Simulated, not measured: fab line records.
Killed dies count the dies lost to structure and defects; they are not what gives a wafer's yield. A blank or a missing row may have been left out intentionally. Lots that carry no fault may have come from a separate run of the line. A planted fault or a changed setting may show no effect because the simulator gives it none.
Check for tools in common | flow gf180mcu | 39 wafers sampled across 13 lots

WHY THIS WAS OPENED
2 of 13 lots carry a flag on the reading CONTACT_CVD_00_THK at GF_CONTACT_THK_MEAS_01. Fault-free wafers read 299 nm, with a standard deviation of 3.5.
Rule: a lot is flagged in two cases, either no wafer of it has a number, or all its wafers with numbers fall more than 4 standard deviations from that mean. The rest of the lots are taken to be sound.

lot  | measured     | on            | CONTACT_CVD_00_THK (nm), wafer by wafer | flag
L111 | day 15 09:16 | film metro-01 | 295 301 304                             |
L116 | day 17 08:00 | film metro-02 | 298 298 300                             |
L117 | day 17 16:41 | film metro-02 | 297 299 298                             |
L118 | day 18 00:40 | film metro-01 | 296 296 296                             |
L119 | day 19 00:06 | film metro-01 | 303 304 305                             |
L120 | day 19 07:14 | film metro-02 | 301 296 300                             |
L122 | day 19 19:42 | film metro-01 | 303 303 305                             |
L123 | day 20 03:56 | film metro-01 | 298 299 296                             |
L124 | day 20 05:32 | film metro-03 | 303 305 304                             |
L125 | day 20 19:25 | film metro-02 | 295 295 292                             |
L126 | day 21 07:10 | film metro-01 | 594 593 592                             | FLAGGED
L128 | day 21 15:56 | film metro-03 | 293 293 293                             |
L129 | day 21 23:16 | film metro-02 | 602 594 595                             | FLAGGED
The mean of the flagged lots' numbers is 595 nm, +296 nm from the usual (+85 standard deviations).

TOOL THAT RAN EACH LOT
2 process steps preceding the reading are held in the record, out of 602 steps in the route. Read each cell as the tool, then ch plus the chambers that the sampled wafers visited, then the start.
lot  | flag    | GF_SALICIDE_SPUTTER_03       | GF_CONTACT_CVD_00
L111 |         | pvd sputter-01, day 15 08:43 | hdpcvd-02 ch 0,1,2, day 15 09:13
L116 |         | pvd sputter-04, day 17 07:28 | hdpcvd-02 ch 1,2, day 17 07:57
L117 |         | pvd sputter-03, day 17 16:07 | hdpcvd-02 ch 0,2, day 17 16:37
L118 |         | pvd sputter-01, day 18 00:07 | hdpcvd-02 ch 0,1,2, day 18 00:36
L119 |         | pvd sputter-03, day 18 23:33 | hdpcvd-01 ch 1,2, day 19 00:04
L120 |         | pvd sputter-04, day 19 06:41 | hdpcvd-01 ch 0,2, day 19 07:11
L122 |         | pvd sputter-01, day 19 19:08 | hdpcvd-01 ch 0,2, day 19 19:40
L123 |         | pvd sputter-03, day 20 03:22 | hdpcvd-01 ch 0,2, day 20 03:52
L124 |         | pvd sputter-01, day 20 04:56 | hdpcvd-01 ch 0,2, day 20 05:28
L125 |         | pvd sputter-04, day 20 18:50 | hdpcvd-02 ch 0,1,2, day 20 19:22
L126 | FLAGGED | pvd sputter-04, day 21 06:23 | hdpcvd-02 ch 1,2, day 21 06:53
L128 |         | pvd sputter-03, day 21 15:23 | hdpcvd-02 ch 0,1, day 21 15:53
L129 | FLAGGED | pvd sputter-03, day 21 22:31 | hdpcvd-02 ch 0,1,2, day 21 23:01
These steps, and what they do:
- GF_SALICIDE_SPUTTER_03: material TiN, target thk 20 nm, time 16.7 s.
- GF_CONTACT_CVD_00: deposits SiO2, target thk 300 nm, time 50 s.
- GF_CONTACT_THK_MEAS_01

FLAGGED OVER TOTAL, TOOL BY TOOL (the gauges that took the reading come last)
step                   | tool           | lots run | flagged | share of the flagged lots | sound lots run after its first flagged lot
GF_SALICIDE_SPUTTER_03 | pvd sputter-01 | 4        | 0       | none                      | -
GF_SALICIDE_SPUTTER_03 | pvd sputter-03 | 5        | 1       | some                      | 0
GF_SALICIDE_SPUTTER_03 | pvd sputter-04 | 4        | 1       | some                      | 0
GF_CONTACT_CVD_00      | hdpcvd-01      | 5        | 0       | none                      | -
GF_CONTACT_CVD_00      | hdpcvd-02      | 8        | 2       | all                       | 1 (L128)
GF_CONTACT_THK_MEAS_01 | film metro-01  | 6        | 1       | some                      | 0
GF_CONTACT_THK_MEAS_01 | film metro-02  | 5        | 1       | some                      | 0
GF_CONTACT_THK_MEAS_01 | film metro-03  | 2        | 0       | none                      | -

THE TABLE: WHAT IT ALLOWS
Rows of the table that ran each flagged lot: 1, that is hdpcvd-02 at GF_CONTACT_CVD_00.
- hdpcvd-02 at GF_CONTACT_CVD_00: 2 of its 8 lots flagged. Sound lots ran on it after the first flagged one (L128), which a lasting fault on the whole tool wouldn't allow.
No row of the table ran every flagged lot and no sound lot after the first.

WHAT THE SIMULATOR HAD PUT IN
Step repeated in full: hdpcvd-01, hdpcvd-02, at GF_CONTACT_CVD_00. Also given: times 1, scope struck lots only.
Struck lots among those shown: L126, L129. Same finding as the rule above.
